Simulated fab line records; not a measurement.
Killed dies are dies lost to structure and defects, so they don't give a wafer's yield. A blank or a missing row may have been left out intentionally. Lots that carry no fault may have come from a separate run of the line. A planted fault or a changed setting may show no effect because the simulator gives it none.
One fault through the eyes of 2 desks || flow gf180mcu || each desk has only its own numbers; what lay behind them comes last

THE TOOL OWNER'S DESK: pvd-sputter-01
At GF_CONTACT_SPUTTER_23 (material TiN, target thk 10 nm, time 40 s) the tool's own readings: per lot run on this tool, the mean of the sampled wafers that have a number. Any lot whose mean is over 4 standard deviations away from the usual mean is out of limits and marked OUT; that distance is given in the brackets.
Columns: A = throttle-valve-pct at GF_CONTACT_SPUTTER_23, usual 30.2 %
{"lot": "L721", "first seen here": "day 16 16:26", "A": 30.3}
{"lot": "L734", "first seen here": "day 21 10:22", "A": 30.3}
{"lot": "L737", "first seen here": "day 22 11:12", "A": 30.2}
This desk found nothing out of limits on any of the 3 lots.

FROM THE METROLOGY DESK
What the gauges read for every lot (on any tool): the sampled wafers with a number, averaged. Any lot whose mean is over 4 standard deviations away from the usual mean is out of limits and marked OUT; that distance is given in the brackets.
Columns: A = cd-nm at GF_CONTACT_CD_MEAS_14, usual 219.7 nm; B = CONTACT_OVL at GF_CONTACT_OVL_MEAS_15, usual 0 nm
{"lot": "L720", "first seen here": "day 16 01:33", "A": 219.3, "B": 6}
{"lot": "L721", "first seen here": "day 16 15:46", "A": 222.7, "B": -0}
{"lot": "L734", "first seen here": "day 21 09:43", "A": 220.6, "B": -0}
{"lot": "L735", "first seen here": "day 21 19:53", "A": 220.0, "B": -4}
{"lot": "L737", "first seen here": "day 22 10:31", "A": 219.0, "B": -4}
{"lot": "L742", "first seen here": "day 24 02:35", "A": 219.2, "B": -3}
This desk found nothing out of limits on any of the 6 lots.

BROUGHT TOGETHER
Nothing out of limits was seen by the tool owner's desk.
Metrology desk: nothing out of limits seen.

WHAT THE SIMULATOR HAD INSERTED
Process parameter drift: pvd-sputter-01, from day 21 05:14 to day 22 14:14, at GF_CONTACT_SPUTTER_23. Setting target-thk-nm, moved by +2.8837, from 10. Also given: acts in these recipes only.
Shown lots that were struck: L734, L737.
